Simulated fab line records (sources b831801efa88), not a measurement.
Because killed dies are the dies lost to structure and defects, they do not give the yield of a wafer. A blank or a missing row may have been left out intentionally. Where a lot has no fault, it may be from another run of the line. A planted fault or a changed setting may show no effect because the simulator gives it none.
A lot that was struck, set against a sound lot ; flow sky130 ; 17 steps out of a route of 708
Sound: wafers L927.1, L927.5, L927.6. Struck: wafers L939.1, L939.4, L939.5. At the end, the cause is stated.
Each step with rows lists, per side, the tool, then ch with its chambers, then its first start. Under that, the readings that differ: sound wafers ; struck wafers ; difference of the means ; sigmas: that difference in standard deviations of wafers without a fault.
alike: a reading whose means differ by less than 2 such deviations, as well as words and numbers matching on both sides. not compared: withheld readings; readings where some wafer has no value; bounds like >300 that might hide an equal value; numbers whose values overlap and for which the record gives no deviation.
The two part at a step that has a row with sigmas, a row that says differs or no value, or rows on one side only. When numbers do not overlap yet have no deviation, they are printed without sigmas and do not part them. Lack of a reading on every wafer of one side parts them only where that side has two or more wafers.

SKY_CONTACT_CMP_04: polishes SiO2.
  sound on cmp-02 ch 0,1,3, day 30 17:26; struck on cmp-02 ch 0,2, day 34 19:22
  alike: motor current A, time to endpoint s
SKY_CONTACT_BOW_MEAS_05:
  struck on film metro-03, day 34 19:37; sound on film metro-01, day 30 17:38
  alike: CONTACT_BOW
then, 8 steps without rows for these wafers: SKY_CONTACT_DEHYDRATE_06 (time 60 s); SKY_CONTACT_HMDS_07 (prime time 60 s); SKY_CONTACT_COAT_08 (resist thk 60 nm); SKY_CONTACT_COAT_09 (resist thk 450 nm); SKY_CONTACT_SOFTBAKE_10 (time 90 s); SKY_CONTACT_EXPOSE_11 (exposes mask CTM1, target cd 170 nm); SKY_CONTACT_PEB_12; SKY_CONTACT_DEVELOP_13 (develop time 60 s).
SKY_CONTACT_CD_MEAS_14 targets a cd of 170 nm.
  struck on cd sem-01, day 35 21:46; sound on cd sem-01, day 31 21:46
  alike: cd nm
SKY_CONTACT_OVL_MEAS_15:
  struck on overlay-01, day 35 21:53; sound on overlay-02, day 31 21:53
  alike: CONTACT_OVL
SKY_CONTACT_ETCH_16: etches BARC in N2/H2, stops on SiO2, time 45.9 s, target depth 60 nm.
  sound on rie diel-04 ch 0,3, day 31 21:56; struck on rie diel-02 ch 1,2, day 35 21:55
reading;sound;struck;difference;sigmas
rf fwd power W (W);492.4 491.5 492.2;575.5 576.2 575.1;+83.6;+40
model.KrF-thick_of_CONTACT_COAT_09.thk nm (nm);393 394.8 394.2;384.9 386.6 387.8;-7.6;
  alike: drypump motor current A, oes product au, throttle valve pct
  not compared: rf hours counter h
SKY_CONTACT_ETCH_17: etches SiO2 in C4F8/O2/Ar, stops on Si3N4, target depth 340 nm.
  sound on rie diel-04 ch 0,3, day 31 21:58; struck on rie diel-02 ch 1,2, day 35 21:58
  alike: oes product au, rf fwd power W
SKY_CONTACT_ETCH_18: etches Si3N4 in CHF3/O2, stops on TiN, time 39 s, target depth 75 nm.
  sound on rie diel-04 ch 0,3; struck on rie diel-02 ch 1,2
reading;sound;struck;difference;sigmas
model.KrF-thick_of_CONTACT_COAT_09.thk nm (nm);242.8 246 244.3;233.6 240.6 240.6;-6.1;
  alike: drypump motor current A, oes product au, rf fwd power W, throttle valve pct
  not compared: rf hours counter h
SKY_CONTACT_STRIP_19: strips in O2/N2.
  sound on plasma asher-03 ch 0,1, day 31 22:04; struck on plasma asher-02 ch 0,1, day 35 22:04
reading;sound;struck;difference;sigmas
strip time to endpoint s (s);3.604 3.653 3.627;3.514 3.591 3.588;-0.064;-2
  alike: drypump motor current A, oes product au
  not compared: rf hours counter h
-- the record jumps here: 13 days lie between the struck wafers' starts before and after (it left off in module CONTACT and takes up again in module PAD_OPEN, whose first step shown is number 708 of the route) --
SKY_PAD_OPEN_PROBE_99:
  struck on prober-01, day 48 22:50; sound on prober-01, day 45 23:56
  alike: killed_at_M0_to_M3, killed_at_M4_up, killed at contacts, killed at front end, killed at other, killed dies, killed open, killed short

WHERE THEY PART
Last at SKY_CONTACT_STRIP_19 as far as this record goes, first at SKY_CONTACT_ETCH_16. Later steps at which nothing parts them and some readings are alike: SKY_PAD_OPEN_PROBE_99.

WHY: what had been put in by the simulator
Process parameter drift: rie diel-02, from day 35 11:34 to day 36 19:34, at SKY_CONTACT_ETCH_16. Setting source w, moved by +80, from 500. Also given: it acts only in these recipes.
